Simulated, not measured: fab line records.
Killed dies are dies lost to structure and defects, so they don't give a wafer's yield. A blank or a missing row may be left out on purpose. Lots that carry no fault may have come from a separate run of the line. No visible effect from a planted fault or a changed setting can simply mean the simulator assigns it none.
Code-filled problem report in 8D (eight disciplines) form | flow sky130 | the parts of the form that need people (team, actions taken, sign-off) are left out

## 1. WHAT IS WRONG
Wafers without a fault read 398.4 W with a standard deviation of 1.4, while rf fwd power W at SKY_POLY_GATE_ETCH_16 averages 336.1 W across 2 wafers of 1 lot. That puts it -45 standard deviations away from the usual mean.
The step: etches Si3N4 in CH3F/O2, stops on poly-Si, time 147.5 s, target depth 75 nm.
Seen first at day 22 08:34 on rie diel-01, wafer L940.2. The record holds 39 wafers of 13 lots with a number at this step. Rule for "out" (also "out of limits"): further than 4 standard deviations from the usual mean. The other wafers with a number count as sound.

## 2. WHAT IT IS; WHAT IT IS NOT
question                    | is                | is not
which readings at this step | rf fwd power W    | O2_flow_sccm, drypump motor current A, oes product au, throttle valve pct
which lots                  | L940              | L924, L926, L927, L929, L931, L932, L933, L934, L935, L936, L938, L946
which wafers of those lots  | L940.2, L940.4    | L940.5
read on which tools         | rie diel-01       | rie diel-03, rie diel-04
when                        | from day 22 08:34 | up to then (34 sound wafers); but 3 sound wafers of L946 came after

## 3. SUSPECTS, AND WHAT RULES EACH OUT
Counting: a tool at a process step up to the reading stays a suspect if it ran every lot that is out. Sound lots after the first of them don't rule it out here, since some wafers of a struck lot are sound.
- rie diel-01 at SKY_POLY_GATE_ETCH_16 (etches Si3N4 in CH3F/O2, stops on poly-Si, time 147.5 s, target depth 75 nm): kept. It ran the lot that is out, L940 (day 22 08:34); its last sound lot up to then is L935 (day 21 09:36). On those wafers its own readings are out: rf fwd power W.
- Within rie diel-01 at SKY_POLY_GATE_ETCH_16, the wafers that are out were processed in chamber 0 and their sound lot-mates in chamber 1.
Left after counting: rie diel-01 at SKY_POLY_GATE_ETCH_16.

## 4. THE CAUSE (what the simulator had put in)
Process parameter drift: rie diel-01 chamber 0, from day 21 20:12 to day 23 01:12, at SKY_POLY_GATE_ETCH_16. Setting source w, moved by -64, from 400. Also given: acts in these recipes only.
The count eliminated every tool but this one.

## 5. THE EFFECT CHAIN, in route order
Each row: a reading whose mean over the struck wafers that have a number lies more than 3 standard deviations from the usual. Scope: only readings with a usual standard deviation given in the record; hours: median across lots of the time from each lot's start at the first step in this table that gives one to its start at this step; sigmas: change in usual standard deviations.
hours | step                  | reading        | usual   | on struck wafers | change | sigmas
0     | SKY_POLY_GATE_ETCH_16 | rf fwd power W | 398.4 W | 336.1            | -62.3  | -45
The process steps in it:
- SKY_POLY_GATE_ETCH_16: etches Si3N4 in CH3F/O2, stops on poly-Si, time 147.5 s, target depth 75 nm.
Later steps that measure or inspect, where all struck wafers having a row at the step show a number for every such reading and not one has moved that far: SKY_LOCAL_INTERCONNECT_CD_MEAS_11, SKY_METAL1_OVL_MEAS_16.

## 6. WHAT WOULD HAVE CAUGHT IT SOONER
First out-of-limits reading in this record: day 22 08:34, which is 12 hours after fault onset at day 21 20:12.
